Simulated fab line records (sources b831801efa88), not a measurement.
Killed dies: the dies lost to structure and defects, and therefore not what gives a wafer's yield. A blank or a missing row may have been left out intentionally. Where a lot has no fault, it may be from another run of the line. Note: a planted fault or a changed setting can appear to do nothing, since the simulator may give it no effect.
Which tool was responsible? :: flow sky130 :: 24 lots, 72 wafers sampled, at 6 steps of a route of 708

WHAT THE GAUGES READ, wafer by wafer
SKY_NWELL_RS_MEAS_31: a four-point-probe measurement. Usual: PWDE_RS gives 5275 ohm/sq (standard deviation 20).
lot: L074
measured: day 5 13:16
on: filmMetro-03
PWDE_RS (ohm/sq): 5282 5259 5290
flag: 

lot: L075
measured: day 5 15:07
on: filmMetro-02
PWDE_RS (ohm/sq): 5295 5296 5311
flag: 

lot: L076
measured: day 5 21:08
on: filmMetro-02
PWDE_RS (ohm/sq): 5286 5278 5294
flag: 

lot: L077
measured: day 5 22:58
on: filmMetro-02
PWDE_RS (ohm/sq): 5245 5236 5236
flag: 

lot: L078
measured: day 6 04:13
on: filmMetro-02
PWDE_RS (ohm/sq): 5264 5271 5261
flag: 

lot: L079
measured: day 6 14:02
on: filmMetro-03
PWDE_RS (ohm/sq): 5281 5295 5277
flag: 

lot: L080
measured: day 6 14:55
on: filmMetro-01
PWDE_RS (ohm/sq): 5274 5256 5272
flag: 

lot: L081
measured: day 6 18:24
on: filmMetro-01
PWDE_RS (ohm/sq): 5272 5275 5262
flag: 

lot: L082
measured: day 7 00:12
on: filmMetro-01
PWDE_RS (ohm/sq): 5277 5284 5266
flag: 

lot: L083
measured: day 7 09:43
on: filmMetro-02
PWDE_RS (ohm/sq): 5267 5284 5275
flag: 

lot: L084
measured: day 7 15:46
on: filmMetro-01
PWDE_RS (ohm/sq): 5250 5239 5246
flag: 

lot: L085
measured: day 7 22:10
on: filmMetro-01
PWDE_RS (ohm/sq): 5245 5262 5259
flag: 

lot: L086
measured: day 8 04:27
on: filmMetro-01
PWDE_RS (ohm/sq): 5297 5294 5288
flag: 

lot: L087
measured: day 8 10:02
on: filmMetro-01
PWDE_RS (ohm/sq): 5284 5328 5304
flag: 

lot: L088
measured: day 8 15:07
on: filmMetro-01
PWDE_RS (ohm/sq): 5280 5260 5271
flag: 

lot: L089
measured: day 8 19:19
on: filmMetro-01
PWDE_RS (ohm/sq): 5290 5297 5291
flag: 

lot: L090
measured: day 9 00:47
on: filmMetro-03
PWDE_RS (ohm/sq): 5290 5270 5260
flag: 

lot: L091
measured: day 9 11:08
on: filmMetro-01
PWDE_RS (ohm/sq): 5314 5294 5285
flag: 

lot: L092
measured: day 9 20:16
on: filmMetro-03
PWDE_RS (ohm/sq): 5246 5249 5250
flag: 

lot: L097
measured: day 11 13:43
on: filmMetro-01
PWDE_RS (ohm/sq): 5300 5305 5299
flag: 

lot: L094
measured: day 11 14:07
on: filmMetro-03
PWDE_RS (ohm/sq): 5244 5248 5238
flag: 

lot: L095
measured: day 11 14:43
on: filmMetro-01
PWDE_RS (ohm/sq): 5297 5285 5272
flag: 

lot: L096
measured: day 11 15:14
on: filmMetro-03
PWDE_RS (ohm/sq): 5291 5299 5297
flag: 

lot: L093
measured: day 11 16:07
on: filmMetro-03
PWDE_RS (ohm/sq): 5288 5289 5283
flag: 

SKY_VT_ADJUST_HVTR_OVL_MEAS_08. Usual: VT_ADJUST_HVTR_OVL gives 2.2 nm (standard deviation 1.4).
lot: L074
measured: day 9 11:07
on: overlay-02
VT_ADJUST_HVTR_OVL (nm): 2.3 2.5 2.0
flag: 

lot: L075
measured: day 9 13:01
on: overlay-02
VT_ADJUST_HVTR_OVL (nm): 3.7 1.9 3.0
flag: 

lot: L076
measured: day 9 21:24
on: overlay-02
VT_ADJUST_HVTR_OVL (nm): 3.9 0.7 0.5
flag: 

lot: L077
measured: day 9 22:57
on: overlay-01
VT_ADJUST_HVTR_OVL (nm): 1.6 3.1 2.4
flag: 

lot: L078
measured: day 10 04:30
on: overlay-01
VT_ADJUST_HVTR_OVL (nm): 3.0 3.2 2.5
flag: 

lot: L079
measured: day 10 20:43
on: overlay-02
VT_ADJUST_HVTR_OVL (nm): 0.3 3.1 1.1
flag: 

lot: L080
measured: day 10 22:46
on: overlay-02
VT_ADJUST_HVTR_OVL (nm): 1.0 2.8 4.2
flag: 

lot: L081
measured: day 11 03:07
on: overlay-01
VT_ADJUST_HVTR_OVL (nm): 3.0 1.3 0.6
flag: 

lot: L082
measured: day 11 11:39
on: overlay-02
VT_ADJUST_HVTR_OVL (nm): 4.7 4.7 2.3
flag: 

lot: L083
measured: day 11 21:47
on: overlay-02
VT_ADJUST_HVTR_OVL (nm): 0.5 0.2 3.1
flag: 

lot: L084
measured: day 12 06:07
on: overlay-01
VT_ADJUST_HVTR_OVL (nm): 1.8 2.4 1.2
flag: 

lot: L085
measured: day 12 12:23
on: overlay-02
VT_ADJUST_HVTR_OVL (nm): 2.8 -0.2 2.2
flag: 

lot: L086
measured: day 12 21:46
on: overlay-02
VT_ADJUST_HVTR_OVL (nm): 1.6 3.3 3.6
flag: 

lot: L087
measured: day 13 03:21
on: overlay-02
VT_ADJUST_HVTR_OVL (nm): 2.6 4.6 4.4
flag: 

lot: L088
measured: day 13 11:39
on: overlay-02
VT_ADJUST_HVTR_OVL (nm): -1.0 0.0 0.5
flag: 

lot: L089
measured: day 13 14:08
on: overlay-02
VT_ADJUST_HVTR_OVL (nm): 4.9 3.0 2.6
flag: 

lot: L090
measured: day 13 23:32
on: overlay-02
VT_ADJUST_HVTR_OVL (nm): 3.6 4.6 2.7
flag: 

lot: L091
measured: day 14 11:43
on: overlay-02
VT_ADJUST_HVTR_OVL (nm): 1.4 1.4 2.0
flag: 

lot: L092
measured: day 14 20:52
on: overlay-02
VT_ADJUST_HVTR_OVL (nm): -0.8 -1.3 0.1
flag: 

lot: L097
measured: day 16 23:15
on: overlay-02
VT_ADJUST_HVTR_OVL (nm): 2.6 4.8 4.2
flag: 

lot: L094
measured: day 17 00:42
on: overlay-01
VT_ADJUST_HVTR_OVL (nm): 2.5 2.2 3.0
flag: 

lot: L095
measured: day 17 01:06
on: overlay-01
VT_ADJUST_HVTR_OVL (nm): 2.4 2.7 2.1
flag: 

lot: L096
measured: day 17 02:25
on: overlay-02
VT_ADJUST_HVTR_OVL (nm): 1.8 1.8 3.2
flag: 

lot: L093
measured: day 17 02:51
on: overlay-02
VT_ADJUST_HVTR_OVL (nm): 2.1 2.0 1.3
flag: 

SKY_SONOS_TUNNEL_OVL_MEAS_08. Usual: SONOS_TUNNEL_OVL gives 0.3 nm (standard deviation 1.3).
lot: L074
measured: day 11 09:25
on: overlay-01
SONOS_TUNNEL_OVL (nm): -0.2 -0.8 -0.6
flag: 

lot: L075
measured: day 11 10:40
on: overlay-01
SONOS_TUNNEL_OVL (nm): 0.9 0.5 -1.1
flag: 

lot: L076
measured: day 11 20:17
on: overlay-01
SONOS_TUNNEL_OVL (nm): -0.6 -0.4 1.7
flag: 

lot: L077
measured: day 11 21:29
on: overlay-01
SONOS_TUNNEL_OVL (nm): -0.9 -1.9 2.0
flag: 

lot: L078
measured: day 12 02:49
on: overlay-01
SONOS_TUNNEL_OVL (nm): 0.0 -0.7 2.0
flag: 

lot: L079
measured: day 12 20:44
on: overlay-02
SONOS_TUNNEL_OVL (nm): 2.4 2.1 0.2
flag: 

lot: L080
measured: day 12 22:54
on: overlay-02
SONOS_TUNNEL_OVL (nm): 1.9 1.4 2.4
flag: 

lot: L081
measured: day 13 04:12
on: overlay-01
SONOS_TUNNEL_OVL (nm): 2.3 1.2 1.0
flag: 

lot: L082
measured: day 13 13:03
on: overlay-01
SONOS_TUNNEL_OVL (nm): -1.4 -0.8 -1.8
flag: 

lot: L083
measured: day 13 22:49
on: overlay-01
SONOS_TUNNEL_OVL (nm): 0.8 -0.4 0.1
flag: 

lot: L084
measured: day 14 09:00
on: overlay-02
SONOS_TUNNEL_OVL (nm): 0.8 -0.9 0.0
flag: 

lot: L085
measured: day 14 15:35
on: overlay-01
SONOS_TUNNEL_OVL (nm): 1.3 1.6 2.6
flag: 

lot: L086
measured: day 15 01:07
on: overlay-02
SONOS_TUNNEL_OVL (nm): 0.5 -0.9 0.5
flag: 

lot: L087
measured: day 15 07:59
on: overlay-02
SONOS_TUNNEL_OVL (nm): 3.4 3.6 1.5
flag: 

lot: L088
measured: day 15 16:52
on: overlay-01
SONOS_TUNNEL_OVL (nm): 0.3 1.1 1.0
flag: 

lot: L089
measured: day 15 19:56
on: overlay-01
SONOS_TUNNEL_OVL (nm): -0.1 -0.2 0.2
flag: 

lot: L090
measured: day 16 06:21
on: overlay-01
SONOS_TUNNEL_OVL (nm): -0.1 -2.1 0.2
flag: 

lot: L091
measured: day 16 18:32
on: overlay-02
SONOS_TUNNEL_OVL (nm): -0.2 -1.1 1.3
flag: 

lot: L092
measured: day 17 05:02
on: overlay-01
SONOS_TUNNEL_OVL (nm): 2.3 -0.9 -0.6
flag: 

lot: L097
measured: day 19 12:23
on: overlay-01
SONOS_TUNNEL_OVL (nm): 0.6 0.5 -1.2
flag: 

lot: L094
measured: day 19 15:02
on: overlay-02
SONOS_TUNNEL_OVL (nm): -0.3 -3.1 0.2
flag: 

lot: L095
measured: day 19 15:26
on: overlay-01
SONOS_TUNNEL_OVL (nm): -1.7 -0.2 -2.7
flag: 

lot: L096
measured: day 19 16:20
on: overlay-02
SONOS_TUNNEL_OVL (nm): 2.0 2.5 1.0
flag: 

lot: L093
measured: day 19 16:40
on: overlay-02
SONOS_TUNNEL_OVL (nm): 1.1 0.8 2.0
flag: 

SKY_POLY_GATE_THK_MEAS_01. Usual: POLY_GATE_CVD_00_THK gives 179.0 nm (standard deviation 1.6).
lot: L074
measured: day 13 19:37
on: filmMetro-04
POLY_GATE_CVD_00_THK (nm): 180.1 180.3 180.0
flag: 

lot: L075
measured: day 14 00:28
on: filmMetro-03
POLY_GATE_CVD_00_THK (nm): 179.1 177.4 176.9
flag: 

lot: L076
measured: day 14 06:45
on: filmMetro-04
POLY_GATE_CVD_00_THK (nm): 181.2 182.3 183.2
flag: 

lot: L077
measured: day 14 15:53
on: filmMetro-04
POLY_GATE_CVD_00_THK (nm): 179.2 180.8 181.1
flag: 

lot: L078
measured: day 14 20:18
on: filmMetro-03
POLY_GATE_CVD_00_THK (nm): 178.5 180.4 179.8
flag: 

lot: L079
measured: day 15 15:39
on: filmMetro-03
POLY_GATE_CVD_00_THK (nm): 179.2 179.0 180.1
flag: 

lot: L080
measured: day 15 15:40
on: filmMetro-04
POLY_GATE_CVD_00_THK (nm): 178.9 180.5 179.2
flag: 

lot: L081
measured: day 16 01:16
on: filmMetro-04
POLY_GATE_CVD_00_THK (nm): 178.4 176.5 178.2
flag: 

lot: L082
measured: day 16 06:32
on: filmMetro-04
POLY_GATE_CVD_00_THK (nm): 177.6 177.3 178.9
flag: 

lot: L083
measured: day 16 21:13
on: filmMetro-04
POLY_GATE_CVD_00_THK (nm): 179.9 179.5 178.1
flag: 

lot: L084
measured: day 17 08:01
on: filmMetro-03
POLY_GATE_CVD_00_THK (nm): 180.4 179.7 179.1
flag: 

lot: L085
measured: day 17 10:53
on: filmMetro-04
POLY_GATE_CVD_00_THK (nm): 180.6 180.2 179.9
flag: 

lot: L086
measured: day 17 21:33
on: filmMetro-03
POLY_GATE_CVD_00_THK (nm): 178.0 179.1 178.1
flag: 

lot: L087
measured: day 18 03:09
on: filmMetro-04
POLY_GATE_CVD_00_THK (nm): 176.5 176.1 176.0
flag: 

lot: L088
measured: day 18 12:43
on: filmMetro-04
POLY_GATE_CVD_00_THK (nm): 177.6 178.3 177.5
flag: 

lot: L089
measured: day 18 22:46
on: filmMetro-03
POLY_GATE_CVD_00_THK (nm): 180.2 179.3 178.8
flag: 

lot: L090
measured: day 19 04:32
on: filmMetro-03
POLY_GATE_CVD_00_THK (nm): 178.7 179.5 179.3
flag: 

lot: L091
measured: day 19 22:10
on: filmMetro-04
POLY_GATE_CVD_00_THK (nm): 180.5 180.7 180.6
flag: 

lot: L092
measured: day 20 11:55
on: filmMetro-03
POLY_GATE_CVD_00_THK (nm): 180.4 177.1 178.1
flag: 

lot: L097
measured: day 22 09:45
on: filmMetro-03
POLY_GATE_CVD_00_THK (nm): 179.7 179.5 180.1
flag: 

lot: L094
measured: day 22 11:40
on: filmMetro-02
POLY_GATE_CVD_00_THK (nm): 176.7 176.6 174.9
flag: 

lot: L095
measured: day 22 14:31
on: filmMetro-04
POLY_GATE_CVD_00_THK (nm): 176.9 179.0 176.1
flag: 

lot: L096
measured: day 22 17:16
on: filmMetro-02
POLY_GATE_CVD_00_THK (nm): 180.4 178.6 179.4
flag: 

lot: L093
measured: day 22 16:04
on: filmMetro-04
POLY_GATE_CVD_00_THK (nm): 180.1 180.8 179.1
flag: 

SKY_LDD_HVP_OVL_MEAS_07. Usual: LDD_HVP_OVL gives 0.4 nm (standard deviation 1.3).
lot: L074
measured: day 21 06:56
on: overlay-02
LDD_HVP_OVL (nm): 2.3 3.4 2.6
flag: 

lot: L075
measured: day 21 14:01
on: overlay-02
LDD_HVP_OVL (nm): 0.8 0.7 -0.5
flag: 

lot: L076
measured: day 21 18:56
on: overlay-02
LDD_HVP_OVL (nm): -0.5 -0.9 -1.8
flag: 

lot: L077
measured: day 22 07:41
on: overlay-01
LDD_HVP_OVL (nm): -0.4 1.5 0.0
flag: 

lot: L078
measured: day 22 15:20
on: overlay-02
LDD_HVP_OVL (nm): 1.1 1.9 1.5
flag: 

lot: L079
measured: day 23 09:46
on: overlay-02
LDD_HVP_OVL (nm): 0.8 -0.1 -0.6
flag: 

lot: L080
measured: day 23 09:50
on: overlay-01
LDD_HVP_OVL (nm): -0.1 1.2 -0.2
flag: 

lot: L081
measured: day 23 18:17
on: overlay-01
LDD_HVP_OVL (nm): 1.1 0.2 0.5
flag: 

lot: L082
measured: day 24 02:53
on: overlay-01
LDD_HVP_OVL (nm): -1.5 -1.9 -1.4
flag: 

lot: L083
measured: day 24 17:40
on: overlay-02
LDD_HVP_OVL (nm): 0.4 0.7 1.1
flag: 

lot: L084
measured: day 25 06:24
on: overlay-02
LDD_HVP_OVL (nm): 0.6 -0.4 2.0
flag: 

lot: L085
measured: day 25 08:29
on: overlay-01
LDD_HVP_OVL (nm): 0.0 2.2 0.4
flag: 

lot: L086
measured: day 25 16:04
on: overlay-02
LDD_HVP_OVL (nm): -1.1 0.9 -0.6
flag: 

lot: L087
measured: day 25 23:25
on: overlay-01
LDD_HVP_OVL (nm): 0.6 -0.8 -0.7
flag: 

lot: L088
measured: day 26 08:38
on: overlay-02
LDD_HVP_OVL (nm): -2.4 -1.4 -0.3
flag: 

lot: L089
measured: day 26 17:31
on: overlay-01
LDD_HVP_OVL (nm): 1.5 -0.3 -0.8
flag: 

lot: L090
measured: day 26 20:47
on: overlay-02
LDD_HVP_OVL (nm): -0.6 -0.6 -0.8
flag: 

lot: L091
measured: day 27 14:20
on: overlay-01
LDD_HVP_OVL (nm): 3.0 2.3 1.1
flag: 

lot: L092
measured: day 28 04:28
on: overlay-01
LDD_HVP_OVL (nm): -1.2 -0.7 -1.4
flag: 

lot: L097
measured: day 29 23:40
on: overlay-02
LDD_HVP_OVL (nm): -1.2 -1.2 -1.3
flag: 

lot: L094
measured: day 30 00:17
on: overlay-01
LDD_HVP_OVL (nm): 1.0 3.1 2.0
flag: 

lot: L095
measured: day 30 02:01
on: overlay-02
LDD_HVP_OVL (nm): 0.9 1.1 0.3
flag: 

lot: L096
measured: day 30 08:49
on: overlay-02
LDD_HVP_OVL (nm): 0.0 0.1 -0.3
flag: 

lot: L093
measured: day 30 03:38
on: overlay-02
LDD_HVP_OVL (nm): -0.2 1.3 0.0
flag: 

WHICH TOOL RAN EACH LOT (tool, then ch and the chambers of the sampled wafers, then the start)
lot: L074
SKY_VT_ADJUST_HVTR_STRIP_10: plasmaAsher-02 ch 0,1, day 9 11:19

lot: L075
SKY_VT_ADJUST_HVTR_STRIP_10: plasmaAsher-04 ch 0,1, day 9 13:13

lot: L076
SKY_VT_ADJUST_HVTR_STRIP_10: plasmaAsher-04 ch 0, day 9 21:35

lot: L077
SKY_VT_ADJUST_HVTR_STRIP_10: plasmaAsher-01 ch 0, day 9 23:08

lot: L078
SKY_VT_ADJUST_HVTR_STRIP_10: plasmaAsher-04 ch 0,1, day 10 04:41

lot: L079
SKY_VT_ADJUST_HVTR_STRIP_10: plasmaAsher-04 ch 0,1, day 10 20:53

lot: L080
SKY_VT_ADJUST_HVTR_STRIP_10: plasmaAsher-04 ch 0,1, day 10 22:56

lot: L081
SKY_VT_ADJUST_HVTR_STRIP_10: plasmaAsher-02 ch 0,1, day 11 03:19

lot: L082
SKY_VT_ADJUST_HVTR_STRIP_10: plasmaAsher-02 ch 0,1, day 11 11:52

lot: L083
SKY_VT_ADJUST_HVTR_STRIP_10: plasmaAsher-02 ch 0,1, day 11 21:59

lot: L084
SKY_VT_ADJUST_HVTR_STRIP_10: plasmaAsher-02 ch 0,1, day 12 06:17

lot: L085
SKY_VT_ADJUST_HVTR_STRIP_10: plasmaAsher-01 ch 0,1, day 12 12:35

lot: L086
SKY_VT_ADJUST_HVTR_STRIP_10: plasmaAsher-02 ch 0,1, day 12 21:56

lot: L087
SKY_VT_ADJUST_HVTR_STRIP_10: plasmaAsher-04 ch 0, day 13 03:32

lot: L088
SKY_VT_ADJUST_HVTR_STRIP_10: plasmaAsher-04 ch 0,1, day 13 12:16

lot: L089
SKY_VT_ADJUST_HVTR_STRIP_10: plasmaAsher-04 ch 0,1, day 13 14:20

lot: L090
SKY_VT_ADJUST_HVTR_STRIP_10: plasmaAsher-04 ch 0,1, day 13 23:44

lot: L091
SKY_VT_ADJUST_HVTR_STRIP_10: plasmaAsher-02 ch 0,1, day 14 11:53

lot: L092
SKY_VT_ADJUST_HVTR_STRIP_10: plasmaAsher-04 ch 0,1, day 14 21:05

lot: L097
SKY_VT_ADJUST_HVTR_STRIP_10: plasmaAsher-04 ch 0,1, day 16 23:26

lot: L094
SKY_VT_ADJUST_HVTR_STRIP_10: plasmaAsher-02 ch 0,1, day 17 00:55

lot: L095
SKY_VT_ADJUST_HVTR_STRIP_10: plasmaAsher-04 ch 0,1, day 17 01:17

lot: L096
SKY_VT_ADJUST_HVTR_STRIP_10: plasmaAsher-02 ch 0,1, day 17 02:35

lot: L093
SKY_VT_ADJUST_HVTR_STRIP_10: plasmaAsher-04 ch 0,1, day 17 03:02
- SKY_VT_ADJUST_HVTR_STRIP_10: strips in O2/N2.

WHAT THE TOOLS THEMSELVES READ (means of the sampled wafers that have a number; where no wafer has one, the mark that the record gives instead)
SKY_VT_ADJUST_HVTR_STRIP_10. Usual: drypumpMotorCurrentA 5.9 A, standard deviation 0.6; oesProductAu 0.716 a.u., standard deviation 0.0043; stripTimeToEndpointS 14.17 s, standard deviation 0.051.
lot: L074
tool: plasmaAsher-02
drypumpMotorCurrentA (A): 5.6
oesProductAu (a.u.): 0.718
stripTimeToEndpointS (s): 14.20
flag: 

lot: L075
tool: plasmaAsher-04
drypumpMotorCurrentA (A): 6.1
oesProductAu (a.u.): 0.714
stripTimeToEndpointS (s): 14.23
flag: 

lot: L076
tool: plasmaAsher-04
drypumpMotorCurrentA (A): 6.5
oesProductAu (a.u.): 0.719
stripTimeToEndpointS (s): 14.23
flag: 

lot: L077
tool: plasmaAsher-01
drypumpMotorCurrentA (A): 5.8
oesProductAu (a.u.): 0.714
stripTimeToEndpointS (s): 14.26
flag: 

lot: L078
tool: plasmaAsher-04
drypumpMotorCurrentA (A): 5.7
oesProductAu (a.u.): 0.717
stripTimeToEndpointS (s): 14.23
flag: 

lot: L079
tool: plasmaAsher-04
drypumpMotorCurrentA (A): 5.7
oesProductAu (a.u.): 0.714
stripTimeToEndpointS (s): 14.20
flag: 

lot: L080
tool: plasmaAsher-04
drypumpMotorCurrentA (A): 5.7
oesProductAu (a.u.): 0.717
stripTimeToEndpointS (s): 14.22
flag: 

lot: L081
tool: plasmaAsher-02
drypumpMotorCurrentA (A): 5.7
oesProductAu (a.u.): 0.720
stripTimeToEndpointS (s): 14.20
flag: 

lot: L082
tool: plasmaAsher-02
drypumpMotorCurrentA (A): 5.6
oesProductAu (a.u.): 0.715
stripTimeToEndpointS (s): 14.20
flag: 

lot: L083
tool: plasmaAsher-02
drypumpMotorCurrentA (A): 5.6
oesProductAu (a.u.): 0.715
stripTimeToEndpointS (s): 14.12
flag: 

lot: L084
tool: plasmaAsher-02
drypumpMotorCurrentA (A): 6.1
oesProductAu (a.u.): 0.716
stripTimeToEndpointS (s): 14.17
flag: 

lot: L085
tool: plasmaAsher-01
drypumpMotorCurrentA (A): 6.3
oesProductAu (a.u.): 0.714
stripTimeToEndpointS (s): 14.13
flag: 

lot: L086
tool: plasmaAsher-02
drypumpMotorCurrentA (A): 5.7
oesProductAu (a.u.): 0.715
stripTimeToEndpointS (s): 14.15
flag: 

lot: L087
tool: plasmaAsher-04
drypumpMotorCurrentA (A): 6.5
oesProductAu (a.u.): 0.713
stripTimeToEndpointS (s): 14.19
flag: 

lot: L088
tool: plasmaAsher-04
drypumpMotorCurrentA (A): 6.1
oesProductAu (a.u.): 0.714
stripTimeToEndpointS (s): 14.13
flag: 

lot: L089
tool: plasmaAsher-04
drypumpMotorCurrentA (A): 6.1
oesProductAu (a.u.): 0.720
stripTimeToEndpointS (s): 14.22
flag: 

lot: L090
tool: plasmaAsher-04
drypumpMotorCurrentA (A): 6.1
oesProductAu (a.u.): 0.718
stripTimeToEndpointS (s): 14.13
flag: 

lot: L091
tool: plasmaAsher-02
drypumpMotorCurrentA (A): 6.1
oesProductAu (a.u.): 0.712
stripTimeToEndpointS (s): 14.12
flag: 

lot: L092
tool: plasmaAsher-04
drypumpMotorCurrentA (A): 5.8
oesProductAu (a.u.): 0.714
stripTimeToEndpointS (s): 14.08
flag: 

lot: L097
tool: plasmaAsher-04
drypumpMotorCurrentA (A): 6.1
oesProductAu (a.u.): 0.711
stripTimeToEndpointS (s): 14.16
flag: 

lot: L094
tool: plasmaAsher-02
drypumpMotorCurrentA (A): 6.1
oesProductAu (a.u.): 0.716
stripTimeToEndpointS (s): 14.09
flag: 

lot: L095
tool: plasmaAsher-04
drypumpMotorCurrentA (A): 5.7
oesProductAu (a.u.): 0.714
stripTimeToEndpointS (s): 14.21
flag: 

lot: L096
tool: plasmaAsher-02
drypumpMotorCurrentA (A): 5.6
oesProductAu (a.u.): 0.718
stripTimeToEndpointS (s): 14.17
flag: 

lot: L093
tool: plasmaAsher-04
drypumpMotorCurrentA (A): 6.1
oesProductAu (a.u.): 0.715
stripTimeToEndpointS (s): 14.11
flag: 

THE ANSWER, worked out from the rows above alone
Rule: take the mean of a lot's wafers that have a number; if it is more than 3 standard deviations from the usual mean, the lot is off. A lot without any number at a reading at which 4 lots or more have one is off too. Any other lot the step has rows for is counted as sound. Order of review: gauges by route order, followed by the tools' own readings, for which a lot's mean as printed above is used. The first step at which some lot is off is used, and at that step the reading that is off furthest; a lot without a number counts as furthest.
No lot is off at any reading shown: from this, nothing can be told.

WHAT HAD BEEN PUT IN BY THE SIMULATOR
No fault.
